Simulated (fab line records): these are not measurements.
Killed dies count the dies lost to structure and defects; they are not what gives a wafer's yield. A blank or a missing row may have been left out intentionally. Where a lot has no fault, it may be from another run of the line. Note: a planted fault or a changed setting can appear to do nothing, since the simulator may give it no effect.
2 desks looking at one fault -- flow sky130 -- what lay behind the numbers comes last; until then each desk has only its own

## THE METROLOGY DESK
What the gauges read for every lot (on any tool): the sampled wafers with a number, averaged. If a lot's mean is further than 4 standard deviations from the usual mean, the lot is out of limits and carries the mark OUT (the distance appears in the brackets).
Columns: A = cd-nm at SKY_SD_P_CD_MEAS_07, usual 380.1 nm; B = LI_CONTACT_HDPCVD_THK at SKY_LI_CONTACT_THK_MEAS_01, usual 931 nm
lot,first seen here,A,B
L499,day 26 20:07,380.9,952
L503,day 27 17:04,382.5,942
L506,day 29 00:24,374.1,924
L507,day 29 08:21,377.6,927
L508,day 29 17:50,380.8,919
L509,day 30 00:32,382.6,918
L510,day 30 09:16,381.4,946
L511,day 30 15:13,381.2,1035 (+8.6) OUT
L512,day 30 19:11,377.5,1047 (+9.6) OUT
L513,day 31 10:49,376.4,943
L517,day 32 15:56,382.5,946
This desk finds L511, L512 out of limits, with the earliest case on L511 at day 32 22:46 (LI_CONTACT_HDPCVD_THK at SKY_LI_CONTACT_THK_MEAS_01). Within limits: L499, L503, L506, L507, L508, L509, L510, L513, L517.

## AT THE TOOL OWNER'S DESK: hdpcvd-01
The tool's own readings at SKY_LI_CONTACT_HDPCVD_00 (deposits PSG, target thk 930 nm, time 155 s): means of the sampled wafers that have a number, for each lot that ran on this tool. If a lot's mean is further than 4 standard deviations from the usual mean, the lot is out of limits and carries the mark OUT (the distance appears in the brackets).
Columns: A = run-length-s at SKY_LI_CONTACT_HDPCVD_00, usual 182.9 s
lot,first seen here,A
L506,day 31 08:33,182.5
L507,day 31 17:49,182.7
L508,day 32 02:30,182.6
L509,day 32 08:43,183.0
L511,day 32 22:39,203.6 (+43) OUT
L512,day 33 02:16,203.2 (+42) OUT
This desk's finding: out of limits on L511, L512; first on L511, day 32 22:39 (run-length-s at SKY_LI_CONTACT_HDPCVD_00). Within limits: L506, L507, L508, L509.

## TAKEN TOGETHER
The tool owner's desk had the chance to raise an alarm at day 32 22:39 on L511, L512.
On L511, L512, the metrology desk was in a position to raise an alarm at day 32 22:46.
All the named lots went through SKY_LI_CONTACT_HDPCVD_00 on hdpcvd-01.

## WHAT THE SIMULATOR HAD INSERTED
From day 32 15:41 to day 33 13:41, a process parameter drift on hdpcvd-01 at SKY_LI_CONTACT_HDPCVD_00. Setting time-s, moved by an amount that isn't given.
Struck lots among those shown: L511, L512.
Counting hours from when the fault started, the first reading out of limits came at 7 for the tool owner's desk and at 7 for the metrology desk.
